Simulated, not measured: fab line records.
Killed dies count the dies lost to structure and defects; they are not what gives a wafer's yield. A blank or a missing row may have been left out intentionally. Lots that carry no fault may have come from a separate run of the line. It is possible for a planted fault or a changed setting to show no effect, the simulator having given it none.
A struck lot beside a sound one    flow sky130    16 out of 708 route steps
Sound: these wafers, L460.1, L460.5, L460.6. Struck: wafers L464.1, L464.2, L464.4. The cause comes at the end.
For every step that has rows: the tool of each side, followed by ch and its chambers, followed by its first start. Under that, the readings that differ: sound wafers    struck wafers    difference of the means    sigmas: that difference in standard deviations of wafers without a fault.
alike: readings with means less than 2 such deviations apart, plus words and numbers identical on both sides. not compared: withheld readings, readings lacking a value on some wafer, bounds such as >300 that could conceal the same value, and numbers that have no deviation in the record and whose values overlap.
Wherever a step has rows on one side only, a row that says differs or no value, or a row with sigmas, the two part there. Non-overlapping numbers with no deviation appear without sigmas and do not part them. A reading that every wafer of one side lacks parts them only if that side has two wafers or more.

SKY_METAL5_SPUTTER_03: material Ti, target thk 5 nm, time 3.3 s.
  sound: pvd_sputter-03 at day 44 21:40; struck: pvd_sputter-04 at day 46 06:15
  alike: throttle_valve_pct
SKY_METAL5_SPUTTER_04: material TiN, target thk 70 nm, time 58.3 s.
  sound: pvd_sputter-03 at day 44 21:41; struck: pvd_sputter-04 at day 46 06:16
  alike: throttle_valve_pct
SKY_METAL5_RS_MEAS_05: the measuring method here is four-point-probe.
  sound: film_metro-01 at day 44 21:44; struck: film_metro-01 at day 46 06:19
  alike: METAL5_ALCU_RS
SKY_METAL5_THK_MEAS_06: measures by xrf.
  sound: film_metro-01 at day 44 21:52; struck: film_metro-01 at day 46 06:26
  alike: METAL5_ALCU_THK
then, 7 steps without rows for these wafers: SKY_METAL5_DEHYDRATE_07 (time 60 s); SKY_METAL5_HMDS_08 (prime time 60 s); SKY_METAL5_COAT_09 (resist thk 1800 nm); SKY_METAL5_SOFTBAKE_10 (time 60 s); SKY_METAL5_EXPOSE_11 (exposes mask MM5, target cd 1600 nm); SKY_METAL5_PEB_12; SKY_METAL5_DEVELOP_13 (develop time 60 s).
SKY_METAL5_DESCUM_14: chemistry O2, time 11 s.
  sound on rie_metal-04 ch 0,1, day 45 18:18; struck on rie_metal-02 ch 0,1, day 47 02:03
  alike: drypump_motor_current_A, oes_product_au
  not compared: rf_hours_counter_h
SKY_METAL5_METAL_ETCH_15: etches the open film in Cl2/BCl3, stops on SiO2, target depth 1260 nm, time 252 s.
  sound on rie_metal-04 ch 0,1, day 45 18:20; struck on rie_metal-02 ch 0,1, day 47 02:05
reading                                      sound              struck             difference  sigmas
model.NOVOLAK_of_METAL5_COAT_09.thk_nm (nm)  1039 1033 1036     719.7 725.7 713.5  -316.4      
model.METAL5.cd_nm (nm)                      1612 1588 1609     1556 1563 1565     -42         
model.SiO2_of_VIA4_HDPCVD_00.thk_nm (nm)     546.3 546.5 545.6  536 538 537.8      -9          
  alike: drypump_motor_current_A, mfc_cl2_sccm, oes_product_au, throttle_valve_pct
  not compared: rf_hours_counter_h
SKY_METAL5_STRIP_16: strips in O2/N2.
  sound on plasma_asher-02 ch 0,1, day 45 18:34; struck on plasma_asher-02 ch 0,1, day 47 02:19
reading                       sound              struck             difference  sigmas
oes_product_au (a.u.)         0.712 0.708 0.710  0.613 0.626 0.615  -0.092      -19
strip_time_to_endpoint_s (s)  13.12 13.05 13.07  9.46 9.52 9.38     -3.63       -24
  alike: drypump_motor_current_A
  not compared: rf_hours_counter_h
then, 1 step without rows for these wafers: SKY_METAL5_STRIP_17 (strips in post etch residue remover, time 1200 s).
SKY_PAD_OPEN_PROBE_99:
  sound: prober-01 at day 47 14:14; struck: prober-01 at day 48 18:23
reading                         sound           struck          difference  sigmas
killed_at_M4_up                 5 3 3           8 10 5          +4          +2
model.etest.met5.width_nm (nm)  1613 1592 1609  1556 1566 1563  -43         
  alike: defect_limited_yield, killed_at_M0_to_M3, killed_at_contacts, killed_at_front_end, killed_at_other, killed_dies, killed_open, killed_short, sort_bin_3_pad_short, sort_bin_5_function, sort_bin_6_memory, sort_n_pass, sort_yield_pct

## WHERE THEY PART
At SKY_METAL5_STRIP_16 first; at SKY_PAD_OPEN_PROBE_99 last (within this record only).

WHY: the cause the simulator had injected
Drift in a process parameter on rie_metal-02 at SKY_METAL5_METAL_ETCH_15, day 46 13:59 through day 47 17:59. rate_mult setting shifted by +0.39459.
